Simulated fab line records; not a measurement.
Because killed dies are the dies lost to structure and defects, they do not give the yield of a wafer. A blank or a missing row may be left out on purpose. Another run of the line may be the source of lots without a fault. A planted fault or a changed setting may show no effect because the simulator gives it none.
Problem report in the 8D (eight disciplines) form, filled by code	flow gf180mcu	the parts of the form that need people (team, actions taken, sign-off) are left out

## 1. WHAT WENT WRONG
Wafers free of any fault read 648 nm (standard deviation 6.9) for STI_CVD_23_THK at GF_STI_THK_MEAS_24, against a mean of 847 nm on 3 wafers of 3 lots. That is +29 standard deviations from the usual mean.
The first sign was on wafer L310.4 at day 4 06:43, on film-metro-03. Wafers with a number at this step in the record: 33, from 12 lots. The rule behind "out" and "out of limits": a value lying over 4 standard deviations away from the usual mean. All remaining wafers that have a number are taken as sound.

## 2. WHAT IT IS, WHAT IT ISN'T
question	is	is not
which readings at this step	STI_CVD_23_THK	-
which lots	L310, L311, L313	L300, L301, L302, L303, L304, L305, L306, L307, L321
which wafers of those lots	L310.4, L311.4, L313.3	L311.1, L311.6, L313.2
read on which gauges	film-metro-03, film-metro-04	film-metro-02
when	from day 4 06:43	up to then (24 sound wafers); but 6 sound wafers of L311, L313, L321 came after

## 3. THE SUSPECTS, EACH WITH WHAT RULES IT OUT
Counting: any tool at a process step up to the reading remains a suspect provided it ran every lot that is out. Sound lots after the first of them don't rule it out here, since some wafers of a struck lot are sound.
- the gauge at GF_STI_THK_MEAS_24: ruled out. Those wafers that are out were read across 2 gauges (film-metro-03, film-metro-04).
- hdpcvd-02 at GF_STI_CVD_23 (deposits SiO2, target thk 650 nm, time 108.3 s): kept. Every lot that is out went through it, the first being L310 (day 4 06:37); the last sound lot it ran before that was L307 (day 3 15:28).
Left after counting: hdpcvd-02 at GF_STI_CVD_23.

## 4. THE CAUSE (what the simulator had put in)
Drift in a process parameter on hdpcvd-02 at GF_STI_CVD_23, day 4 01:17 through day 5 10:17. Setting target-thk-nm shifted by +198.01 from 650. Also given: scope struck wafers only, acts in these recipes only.
Counting left only this tool.

## 5. SEQUENCE OF EFFECTS, ordered by route
One row per reading whose mean, taken over the struck wafers that have a number, lies over 3 standard deviations from the usual. Scope: only readings with a usual standard deviation given in the record; hours: median across lots of the time from each lot's start at the first step in this table that gives one to its start at this step; sigmas: change in usual standard deviations.
hours	step	reading	usual	on struck wafers	change	sigmas
0	GF_STI_THK_MEAS_24	STI_CVD_23_THK	648 nm	847	+199	+29
5	GF_STI_CMP_25	time-to-endpoint-s	125 s	161	+36	+7.3
Here are the process steps it includes:
- GF_STI_CMP_25: polishes, stops on Si3N4, t overpolish 33 s, target thk 524.6 nm.

## 6. HOW IT WOULD HAVE BEEN CAUGHT EARLIER
In this record the first reading out of limits at a measuring or inspecting step was taken at day 4 06:43, 5 hours after the fault began at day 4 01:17.
Tool readings at GF_STI_CVD_23 with a usual standard deviation given in the record: none out on any struck wafer, hence no alarm at a limit of 4 standard deviations on them.
L311, L313, from the lots that are out (3), started GF_STI_CVD_23 on hdpcvd-02 later than day 4 06:43. A hold on the tool at that time would have spared those 2.
